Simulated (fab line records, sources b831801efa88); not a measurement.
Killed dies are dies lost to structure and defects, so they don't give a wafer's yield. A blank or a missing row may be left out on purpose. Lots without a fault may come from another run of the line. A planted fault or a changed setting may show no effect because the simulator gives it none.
fab line records | flow gf180mcu
record lots=5 wafers=15 last_day=32
route steps=602 shown HV_LDD@196
lots that met no fault: from a run of the same line without faults
start_h: hours from the record's first day to the start of the lot's first wafer shown | wait_h: hours since the lot's step before | " the same as in the row above | L1.1+2: a row that stands for several wafers | - no value, or no start given | * or withheld: withheld | < > ~ a bound
route shown NAME@n: a module of which the file shows steps, and the number in the route of the first | usual: mean/standard deviation of fault-free wafers | same: alike in all rows | chamber/n: place in a boat | sites: the reading at each site | _std_site: their standard deviation | _edge_site: outer sites' mean less inner sites' | radius_mm: how far each site lies from the wafer's centre | mask NAME#n: copy n | behind: the tool/chamber that last shaped the wafer | hold: why the lot was held/for how many hours/how that ended | device: the transistor (n, p or np) that didn't switch | end of line: the same wafers' tests at the end of the route | a step without rows: its recipe alone | killed: dies lost to structure and defects at the first sort, not the wafer's yield | map: a wafer's dies, x killed, . not, _ none there
set.NAME: the setting as run; set.NAME@STEP: as run at that earlier step | model.NAME: the simulator's own value behind a step, which no gauge read
lots at some steps of the route; a table a step, a row a wafer
services: from which hour (start_h, from the record's first day; less than 0 if before it) a tool's chamber was out of use, for how many hours, and why
## steps
# step GF_HV_LDD_OVL_MEAS_20
# usual HV_LDD_01_OVL=0.5/1.3
# columns lot.wafer tool chamber start_h wait_h HV_LDD_01_OVL[nm]
L076.1 overlay-01 - 248.93 0.1 1.2
L076.2 " - " " 0.9
L076.4 " - " " 1.4
L077.2 overlay-01 - 262.56 0.1 -0.6
L077.3 " - " " -1.2
L077.6 " - " " -1.9
L079.1 overlay-01 - 273.18 0.1 1.3
L079.4 " - " " 1.4
L079.6 " - " " 0.5
L088.2 overlay-01 - 338.81 0.1 0.6
L088.4 " - " " 1.3
L088.5 " - " " 0.2
L090.2 overlay-01 - 351.83 0.1 1.5
L090.3 " - " " 0.2
L090.6 " - " " 2.0
# step GF_HV_LDD_IMPLANT_21
# recipe species=BF2 energy_kev=25 dose_cm2=5e+13 tilt_deg=7
# columns lot.wafer tool chamber start_h wait_h
L076.1+2+4 implanter-02 0 248.96 0.0
L077.2+3+6 implanter-02 0 262.62 0.0
L079.1+4+6 implanter-02 0 273.21 0.0
L088.2+4+5 implanter-01 0 338.87 0.0
L090.2+3+6 implanter-01 0 351.89 0.0
# step GF_HV_LDD_STRIP_22
# recipe chemistry=O2/N2 power_w=1400 pressure_mtorr=1500 platen_temp_c=250 o2_flow_sccm=3000 n2_flow_sccm=300 overash_fraction=0.5
# usual drypump_motor_current_A=5.9/0.5 heater_power_w=340/42 oes_product_au=0.716/0.0047 platen_temp_c=250.01/0.19 strip_time_to_endpoint_s=12.62/0.036
# columns lot.wafer tool chamber start_h wait_h drypump_motor_current_A heater_power_w oes_product_au platen_temp_c rf_hours_counter_h strip_time_to_endpoint_s
L076.1 plasma_asher-03 0 249.11 0.1 6.5 375 0.728 250.02 56 12.59
L076.2 " 1 " " 5.5 318 0.716 250.10 56 12.63
L076.4 " 0 " " 6.5 381 0.714 249.90 - 12.58
L077.2 plasma_asher-04 1 262.74 0.1 5.3 288 0.714 249.91 16 12.68
L077.3 " 0 " " 5.4 277 0.713 249.93 - 12.66
L077.6 " 0 " " 5.4 285 0.721 249.90 - 12.65
L079.1 plasma_asher-02 1 273.36 0.1 5.6 319 0.712 250.15 62 12.64
L079.4 " 0 " " 6.4 400 0.721 249.84 - 12.71
L079.6 " 1 " " 5.6 328 0.718 249.68 - 12.66
L088.2 plasma_asher-03 1 338.99 0.1 5.5 322 0.716 249.92 66 12.60
L088.4 " 0 " " 6.5 387 0.714 249.78 - 12.56
L088.5 " 0 " " 6.5 382 0.710 249.97 - 12.63
L090.2 plasma_asher-02 1 352.01 0.1 5.6 321 0.719 250.11 70 12.60
L090.3 " 0 " " 6.4 402 0.712 250.07 - 12.60
L090.6 " 1 " " 5.6 323 0.717 249.94 - 12.56
# step GF_HV_LDD_TW_MEAS_23
# usual HV_LDD_2_TW=1044/5.3
# columns lot.wafer tool chamber start_h wait_h HV_LDD_2_TW
L076.1 film_metro-04 - 249.23 0.1 1052
L076.2 " - " " 1041
L076.4 " - " " 1040
L077.2 film_metro-04 - 262.85 0.1 1044
L077.3 " - " " 1044
L077.6 " - " " 1041
L079.1 film_metro-04 - 273.46 0.1 1047
L079.4 " - " " 1047
L079.6 " - " " 1044
L088.2 film_metro-02 - 339.10 0.1 1044
L088.4 " - " " 1045
L088.5 " - " " 1043
L090.2 film_metro-04 - 352.12 0.1 1035
L090.3 " - " " 1037
L090.6 " - " " 1033
# step GF_HV_LDD_DEHYDRATE_24
# recipe temp_c=200 time_s=60
# usual exhaust_pa=44.7/0.85 heater_power_total_W=160.37/0.13 resist_line_temp_C=23.05/0.12
# columns lot.wafer tool chamber start_h wait_h exhaust_pa heater_power_total_W resist_line_temp_C
L076.1 litho_track-03 0 257.84 8.6 44.3 160.29 23.17
L076.2 " 0 " " 44.2 160.37 23.16
L076.4 " 0 " " 44.6 160.12 23.17
L077.2 litho_track-02 0 271.76 8.9 44.7 160.44 23.00
L077.3 " 0 " " 44.9 160.16 22.98
L077.6 " 0 " " 44.9 160.32 23.00
L079.1 litho_track-03 0 282.49 9.0 45.3 160.62 23.02
L079.4 " 0 " " 44.8 160.42 23.15
L079.6 " 0 " " 44.8 160.36 22.93
L088.2 litho_track-02 0 348.46 9.3 43.6 160.25 23.18
L088.4 " 0 " " 44.4 160.43 23.18
L088.5 " 0 " " 43.6 160.43 23.12
L090.2 litho_track-03 0 362.47 10.3 44.5 160.39 23.01
L090.3 " 0 " " 45.2 160.42 22.95
L090.6 " 0 " " 44.9 160.33 22.97
# step GF_HV_LDD_HMDS_25
# recipe prime_time_s=60 prime_temp_c=120
# usual exhaust_pa=45.0/0.95 resist_line_temp_C=23.02/0.099
# columns lot.wafer tool chamber start_h wait_h exhaust_pa resist_line_temp_C
L076.1 litho_track-03 0 257.99 0.1 44.9 22.95
L076.2 " 0 " " 45.6 23.14
L076.4 " 0 " " 44.5 22.89
L077.2 litho_track-02 0 271.91 0.1 45.4 23.10
L077.3 " 0 " " 46.3 22.97
L077.6 " 0 " " 45.6 22.90
L079.1 litho_track-03 0 282.64 0.1 44.8 22.72
L079.4 " 0 " " 44.1 22.88
L079.6 " 0 " " 43.7 22.77
L088.2 litho_track-02 0 348.61 0.1 44.6 22.98
L088.4 " 0 " " 45.2 22.97
L088.5 " 0 " " 45.7 23.07
L090.2 litho_track-03 0 362.62 0.1 44.9 22.94
L090.3 " 0 " " 46.3 23.04
L090.6 " 0 " " 46.0 22.98
# step GF_HV_LDD_COAT_26
# recipe resist=NOVOLAK spin_rpm=3000 resist_thk_nm=1000
# usual dispense_pressure_kPa=52/5.2 exhaust_pa=45.0/0.96 resist_line_temp_C=22.98/0.091
# columns lot.wafer tool chamber start_h wait_h dispense_pressure_kPa exhaust_pa resist_line_temp_C
L076.1 litho_track-03 0 258.14 0.1 55 46.0 22.94
L076.2 " 0 " " 55 45.0 22.94
L076.4 " 0 " " 55 44.7 22.85
L077.2 litho_track-02 0 272.06 0.1 44 44.5 22.78
L077.3 " 0 " " 44 45.0 22.97
L077.6 " 0 " " 44 44.0 22.84
L079.1 litho_track-03 0 282.79 0.1 55 43.8 23.09
L079.4 " 0 " " 55 46.1 22.97
L079.6 " 0 " " 55 45.4 22.84
L088.2 litho_track-02 0 348.76 0.1 44 44.6 22.99
L088.4 " 0 " " 44 45.6 22.97
L088.5 " 0 " " 44 45.3 23.04
L090.2 litho_track-03 0 362.77 0.1 55 45.6 22.86
L090.3 " 0 " " 55 45.4 22.95
L090.6 " 0 " " 55 44.8 22.95
# step GF_HV_LDD_SOFTBAKE_27
# recipe temp_c=90 time_s=60 resist=NOVOLAK
# usual exhaust_pa=45.1/0.97 heater_power_total_W=56.59/0.048 resist_line_temp_C=22.99/0.1
# columns lot.wafer tool chamber start_h wait_h exhaust_pa heater_power_total_W resist_line_temp_C
L076.1 litho_track-03 0 258.29 0.1 44.5 56.64 22.89
L076.2 " 0 " " 43.5 56.58 22.81
L076.4 " 0 " " 44.0 56.57 22.75
L077.2 litho_track-02 0 272.21 0.1 44.0 56.64 23.01
L077.3 " 0 " " 45.6 56.49 22.93
L077.6 " 0 " " 45.8 56.56 22.91
L079.1 litho_track-03 0 282.94 0.1 46.0 56.63 23.01
L079.4 " 0 " " 44.8 56.55 22.99
L079.6 " 0 " " 44.4 56.59 23.06
L088.2 litho_track-02 0 348.91 0.1 44.2 56.63 23.08
L088.4 " 0 " " 44.5 56.61 23.04
L088.5 " 0 " " 43.8 56.57 23.08
L090.2 litho_track-03 0 362.92 0.1 43.9 56.58 22.92
L090.3 " 0 " " 44.5 56.56 22.92
L090.6 " 0 " " 42.8 56.57 22.90
## services
# columns tool chamber start_h hours kind
implanter-02 - 225.22 2.5 repair
implanter-01 - 238.90 3.0 repair
implanter-02 - 313.23 2.6 repair
implanter-01 - 332.66 0.5 repair
implanter-02 - 345.19 16.5 repair
## key
fault none
